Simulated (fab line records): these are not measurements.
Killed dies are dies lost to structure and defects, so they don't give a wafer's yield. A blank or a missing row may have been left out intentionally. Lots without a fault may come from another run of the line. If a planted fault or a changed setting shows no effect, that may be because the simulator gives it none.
The tool behind it: which one?	flow gf180mcu	42 wafers from 14 lots sampled at 5 of the route's 602 steps

== WHAT EACH GAUGE READ, for each wafer ==
GF_V2_RS_MEAS_24: uses a four-point probe to measure.
lot	measured	on	V2_W_RS (ohm/sq)
L175	day 20 05:02	film metro-03	0.327 0.335 0.333
L176	day 20 12:27	film metro-03	0.332 0.333 0.332
L182	day 22 20:22	film metro-03	0.327 0.330 0.338
L184	day 23 15:17	film metro-03	0.330 0.332 0.332
L185	day 23 20:47	film metro-03	0.332 0.328 0.327
L189	day 25 08:27	film metro-03	0.325 0.331 0.329
L190	day 25 16:33	film metro-02	0.327 0.328 0.330
L191	day 26 01:07	film metro-03	0.329 0.330 0.330
L192	day 26 06:02	film metro-02	0.332 0.331 0.332
L193	day 26 14:47	film metro-03	0.332 0.329 0.331
L194	day 26 22:50	film metro-03	0.332 0.330 0.328
L196	day 27 13:56	film metro-04	0.330 0.327 0.333
L197	day 27 18:52	film metro-04	0.325 0.326 0.331
L198	day 27 21:43	film metro-04	0.329 0.329 0.331

GF_V3_CD_MEAS_14: target cd 260 nm.
lot	measured	on	cd nm (nm)
L175	day 22 06:36	cd sem-01	260.8 261.5 259.9
L176	day 22 14:34	cd sem-02	260.5 260.5 259.7
L182	day 24 20:47	cd sem-02	260.2 260.5 260.7
L184	day 25 13:54	cd sem-02	257.6 259.1 259.7
L185	day 25 19:36	cd sem-01	260.3 260.1 261.0
L189	day 27 04:10	cd sem-02	259.4 258.3 259.6
L190	day 27 12:18	cd sem-01	261.9 260.4 260.7
L191	day 27 19:22	cd sem-02	260.2 260.1 259.9
L192	day 28 00:06	cd sem-02	259.9 259.8 260.3
L193	day 28 09:39	cd sem-01	258.2 258.7 258.8
L194	day 28 15:40	cd sem-02	261.4 261.1 260.8
L196	day 29 06:44	cd sem-02	261.9 260.1 261.4
L197	day 29 11:17	cd sem-01	260.8 259.6 259.4
L198	day 29 14:58	cd sem-02	258.0 257.4 257.9

GF_V4_CD_MEAS_14: target cd 260 nm.
lot	measured	on	cd nm (nm)
L175	day 24 07:12	cd sem-02	260.8 259.8 259.6
L176	day 24 16:28	cd sem-01	258.3 258.4 257.9
L182	day 26 18:43	cd sem-02	259.9 259.7 259.2
L184	day 27 10:06	cd sem-02	261.1 260.8 259.6
L185	day 27 15:36	cd sem-02	257.4 259.3 257.5
L189	day 28 22:37	cd sem-01	259.0 259.4 260.1
L190	day 29 06:02	cd sem-01	257.4 258.0 257.4
L191	day 29 13:16	cd sem-02	258.3 259.1 258.2
L192	day 29 17:30	cd sem-01	259.1 259.5 258.8
L193	day 30 01:30	cd sem-02	258.6 257.9 257.7
L194	day 30 07:52	cd sem-02	261.6 261.4 260.8
L196	day 30 21:32	cd sem-02	259.5 259.4 257.0
L197	day 31 01:51	cd sem-02	258.9 261.1 259.1
L198	day 31 06:00	cd sem-01	260.4 259.5 259.1

== WHAT TOOL EACH LOT RAN ON (gives the tool, then ch and the chambers of the sampled wafers, and finally the start) ==
lot	GF_HV_LDD_COAT_41	GF_HV_LDD_STRIP_49
L175	litho track-02 ch 0, day 11 22:12	plasma asher-03 ch 0,1, day 12 08:46
L176	litho track-04 ch 0, day 12 01:50	plasma asher-03 ch 0,1, day 12 12:43
L182	litho track-04 ch 0, day 14 04:32	plasma asher-03 ch 0,1, day 14 15:21
L184	litho track-04 ch 0, day 14 20:09	plasma asher-01 ch 0,1, day 15 07:39
L185	litho track-02 ch 0, day 15 01:57	plasma asher-02 ch 0,1, day 15 12:55
L189	litho track-02 ch 0, day 16 14:38	plasma asher-02 ch 0,1, day 17 02:40
L190	litho track-02 ch 0, day 16 19:21	plasma asher-03 ch 0,1, day 17 07:28
L191	litho track-02 ch 0, day 17 05:53	plasma asher-03 ch 1, day 17 17:09
L192	litho track-01 ch 0, day 17 13:45	plasma asher-02 ch 0,1, day 18 01:16
L193	litho track-02 ch 0, day 17 20:57	plasma asher-03 ch 0,1, day 18 09:33
L194	litho track-04 ch 0, day 18 05:38	plasma asher-01 ch 1, day 18 17:24
L196	litho track-04 ch 0, day 18 23:39	plasma asher-03 ch 0,1, day 19 12:48
L197	litho track-04 ch 0, day 19 04:03	plasma asher-01 ch 0,1, day 19 16:52
L198	litho track-04 ch 0, day 19 12:17	plasma asher-02 ch 0,1, day 20 00:32
- GF_HV_LDD_COAT_41: resist thk 1000 nm.
- GF_HV_LDD_STRIP_49: strips in O2/N2.

== WHAT THE TOOLS THEMSELVES READ (means of the sampled wafers that have a number; where no wafer has one, the mark that the record gives instead) ==
GF_HV_LDD_STRIP_49.
lot	tool	drypump motor current A (A)	heater power w (W)	oes product au (a.u.)	strip time to endpoint s (s)
L175	plasma asher-03	6.1	328	0.715	12.63
L176	plasma asher-03	6.3	316	0.717	12.61
L182	plasma asher-03	6.1	327	0.712	12.15
L184	plasma asher-01	5.7	330	0.719	12.14
L185	plasma asher-02	5.6	323	0.718	12.63
L189	plasma asher-02	5.5	326	0.716	12.66
L190	plasma asher-03	6.1	331	0.714	12.64
L191	plasma asher-03	5.9	339	0.711	12.68
L192	plasma asher-02	5.5	320	0.713	12.63
L193	plasma asher-03	6.3	324	0.716	12.59
L194	plasma asher-01	5.5	312	0.715	12.60
L196	plasma asher-03	6.1	333	0.714	12.60
L197	plasma asher-01	5.8	329	0.713	12.63
L198	plasma asher-02	5.6	325	0.715	12.66

== THE ANSWER, worked out from the rows above alone ==
Rule: usual is defined by the lots themselves. Put in order of their means at a reading, lots are off if they are a third of the lots or fewer, leave a main group of 4 or more, and stand apart from it by a gap of 3 or more times the standard deviation of the main group's means; of several such gaps the widest counts. The tables above print the reading to a certain number of digits; a main group whose means all agree to those digits is not used. Also off: a lot with no number at a reading for which 4 or more lots have one. Where the step has rows for the other lots, those lots are counted as sound. After the gauges, taken in route order, come the tools' own readings; for these a lot's mean is taken, as printed above. The first step at which some lot is off is used, and at that step the reading that is off furthest; a lot without a number counts as furthest.
Off, at GF_HV_LDD_STRIP_49 on strip time to endpoint s: L182, L184. Mean 12.63 s and standard deviation 0.026 in the main group.
If a tool, at that step or one of the process steps before it, ran each lot that is off and ran no sound lot following the first of them, it fits. Of those tried, none fits.

== WHAT THE SIMULATOR HAD INSERTED ==
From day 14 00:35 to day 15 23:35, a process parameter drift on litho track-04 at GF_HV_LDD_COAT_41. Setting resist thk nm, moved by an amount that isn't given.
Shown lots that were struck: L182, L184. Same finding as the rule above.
